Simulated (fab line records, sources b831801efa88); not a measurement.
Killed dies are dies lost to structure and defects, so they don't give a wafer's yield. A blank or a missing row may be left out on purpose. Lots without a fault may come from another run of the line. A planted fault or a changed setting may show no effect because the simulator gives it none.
A struck lot beside a sound one | flow sfq_line | 32 steps out of a route of 325
Sound: wafers L626.2, L626.5, L626.6. Struck: wafers L631.2, L631.4, L631.6. The cause comes at the end.
At each step with rows: each side's tool, then ch and its chambers, then its first start. Under that, the readings that differ: sound wafers | struck wafers | difference of the means | sigmas: that difference in standard deviations of wafers without a fault.
alike: readings whose means differ by less than 2 such deviations, and words and numbers that are the same on both sides. not compared: withheld readings, readings that some wafer has no value for, bounds like >300 that may hide the same value, and numbers for which the record gives no deviation and whose values overlap.
The two part at a step that has a row with sigmas, a row that says differs or no value, or rows on one side only. Numbers that don't overlap but have no deviation are shown without sigmas and don't part them. A reading that every wafer of one side lacks parts them only if that side has two wafers or more.

SFQ_INCOMING_BOW_MEAS_900:
  sound on film_metro-01, day 1 20:01; struck on film_metro-02, day 2 21:01
  alike: INCOMING_BOW
then, 1 step without rows for these wafers: SFQ_TRILAYER_INCOMING_OXIDATION_002 (target thk 500 nm, ox time 4939 s).
SFQ_TRILAYER_L0_DEP_SPUTTER_003: material MoNx KI, target thk 40 nm, time 100 s.
  sound on pvd_sputter-05, day 1 22:29; struck on pvd_sputter-06, day 2 23:29
  reading                                                  | sound                | struck               | difference | sigmas
  cathode_dc_power_W (W)                                   | 799.94 800.26 800.05 | 988.04 988.12 988.09 | +188.00    | +99 or more
  model.MoNx_KI_of_TRILAYER_L0_DEP_SPUTTER_003.thk_nm (nm) | 40.25 40.44 40.39    | 48.56 49.54 48.83    | +8.62      |
  alike: throttle_valve_pct
SFQ_L0_RS_MEAS_901: measures by four-point-probe.
  sound on film_metro-04, day 1 22:35; struck on film_metro-01, day 2 23:35
  reading                | sound          | struck         | difference | sigmas
  L0_MONX_KI_RS (ohm/sq) | 43.2 43.0 43.1 | 35.9 35.2 35.7 | -7.5       | -14
SFQ_L0_THK_MEAS_902: measures by xrf.
  sound on film_metro-04, day 1 22:41; struck on film_metro-01, day 2 23:41
  reading             | sound          | struck         | difference | sigmas
  L0_MONX_KI_THK (nm) | 40.0 40.3 40.3 | 48.7 49.6 48.8 | +8.8       | +18
then, 6 steps without rows for these wafers: SFQ_TRILAYER_L0_LITHO_COAT_010 (resist thk 62 nm); SFQ_TRILAYER_L0_LITHO_COAT_005 (resist thk 600 nm); SFQ_TRILAYER_L0_LITHO_SOFTBAKE_009; SFQ_TRILAYER_L0_LITHO_EXPOSE_006 (exposes mask L0, target cd 2000 nm); SFQ_TRILAYER_L0_LITHO_PEB_008 (peb time 60 s); SFQ_TRILAYER_L0_LITHO_DEVELOP_007 (time 60 s).
-- the record jumps here: 3 days lie between the struck wafers' starts before and after --
SFQ_TRILAYER_L0_BARC_OPEN_METAL_ETCH_010: etches BARC in O2, target depth 125 nm, time 41.7 s.
  sound on rie_metal-01 ch 0,1, day 4 19:13; struck on rie_metal-02 ch 0,1, day 6 01:47
  alike: chamber_pressure_mTorr, drypump_motor_current_A, oes_product_au
  not compared: rf_hours_counter_h
SFQ_TRILAYER_L0_ETCH_METAL_ETCH_008: etches MoNx KI in SF6/O2, stops on SiO2, target depth 50 nm, time 25 s.
  sound on rie_metal-01 ch 0,1, day 4 19:16; struck on rie_metal-02 ch 0,1, day 6 01:50
  reading               | sound             | struck            | difference | sigmas
  oes_product_au (a.u.) | 0.874 0.879 0.883 | 0.975 0.988 0.976 | +0.101     | +13
  alike: chamber_pressure_mTorr, drypump_motor_current_A
  not compared: rf_hours_counter_h
SFQ_TRILAYER_L0_STRIP_STRIP_009: strips in O2.
  sound on rie_metal-01 ch 0,1, day 4 19:19; struck on rie_metal-02 ch 0,1, day 6 01:53
  alike: chamber_pressure_mTorr, drypump_motor_current_A, oes_product_au
  not compared: rf_hours_counter_h
then, 1 step without rows for these wafers: SFQ_TRILAYER_L0_STRIP_SOLV_CLEAN_010 (cleans in NMP, time 600 s).
SFQ_TRILAYER_L0_CAP_PECVD_011: deposits SiO2 from SiH4/N2O, time 13.333 s, target thk 60 nm.
  sound on pecvd-04 ch 0,2, day 4 20:06; struck on pecvd-04 ch 1,2, day 6 02:40
  alike: heater_power_w, throttle_valve_pct
then, 6 steps without rows for these wafers: SFQ_TRILAYER_L0_VIA_LITHO_COAT_018 (resist thk 62 nm); SFQ_TRILAYER_L0_VIA_LITHO_COAT_013 (resist thk 650 nm); SFQ_TRILAYER_L0_VIA_LITHO_SOFTBAKE_017; SFQ_TRILAYER_L0_VIA_LITHO_EXPOSE_014 (exposes mask L0V, target cd 700 nm); SFQ_TRILAYER_L0_VIA_LITHO_PEB_016 (peb time 60 s); SFQ_TRILAYER_L0_VIA_LITHO_DEVELOP_015 (time 60 s).
-- the record jumps here: 4 days lie between the struck wafers' starts before and after --
SFQ_L0V_OVL_MEAS_903:
  sound on overlay-01, day 8 00:23; struck on overlay-02, day 9 18:58
  alike: L0V_OVL
SFQ_TRILAYER_L0_VIA_BARC_OPEN_VIA_ETCH_021: etches BARC in O2, target depth 125 nm, time 41.7 s.
  sound on rie_diel-02 ch 0,3, day 8 00:25; struck on rie_diel-03 ch 0,1, day 9 19:00
  reading                        | sound                | struck               | difference | sigmas
  chamber_pressure_mTorr (mTorr) | 30.044 30.092 30.017 | 29.977 29.998 29.977 | -0.067     | -2
  oes_product_au (a.u.)          | 0.696 0.685 0.691    | 0.681 0.676 0.681    | -0.011     | -2
  alike: drypump_motor_current_A
  not compared: rf_hours_counter_h
SFQ_TRILAYER_L0_VIA_ETCH_VIA_ETCH_016: etches SiO2 in CHF3, stops on MoNx KI, target depth 80 nm.
  sound on rie_diel-02 ch 0,3, day 8 00:28; struck on rie_diel-03 ch 0,1, day 9 19:02
  alike: chamber_pressure_mTorr, drypump_motor_current_A, oes_product_au
then, 4 steps without rows for these wafers: SFQ_TRILAYER_L0_VIA_STRIP_STRIP_017 (strips in O2); SFQ_TRILAYER_L0_VIA_STRIP_SOLV_CLEAN_018 (cleans in NMP, time 600 s); SFQ_TRILAYER_M0_DEP_PRE_CLEAN_020 (time 15 s); SFQ_TRILAYER_M0_DEP_SPUTTER_019 (material Nb, target thk 200 nm, time 133.3 s).
SFQ_M0_RS_MEAS_904: measures by four-point-probe.
  sound on film_metro-02, day 8 02:01; struck on film_metro-02, day 9 20:01
  alike: M0_NB_RS
then, 1 step without rows for these wafers: SFQ_TRILAYER_M0_LITHO_COAT_026 (resist thk 62 nm).
-- the record jumps here: 67 days lie between the struck wafers' starts before and after --
SFQ_M8_BOW_MEAS_951:
  sound on film_metro-02, day 76 16:55; struck on film_metro-02, day 77 05:03
  reading                  | sound             | struck            | difference | sigmas
  model.etest.l0v.link_ohm | 44.2 44 44.04     | 36.78 36.08 36.59 | -7.60      |
  model.etest.l0.ohm_sq    | 43.28 43.07 43.12 | 35.87 35.16 35.67 | -7.59      |
  model.etest.l0.ohm_um    | 21.63 21.54 21.55 | 17.95 17.57 17.83 | -3.79      |
  alike: M8_BOW

WHERE THEY PART
First at SFQ_TRILAYER_L0_DEP_SPUTTER_003; last, within this record, at SFQ_TRILAYER_L0_VIA_BARC_OPEN_VIA_ETCH_021. Later steps at which nothing parts them and some readings are alike: SFQ_TRILAYER_L0_VIA_ETCH_VIA_ETCH_016, SFQ_M0_RS_MEAS_904, SFQ_M8_BOW_MEAS_951.

WHY: what the simulator had put in
Process parameter drift: pvd_sputter-06, from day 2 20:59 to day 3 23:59, at SFQ_TRILAYER_L0_DEP_SPUTTER_003. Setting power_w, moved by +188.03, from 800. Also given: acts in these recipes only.
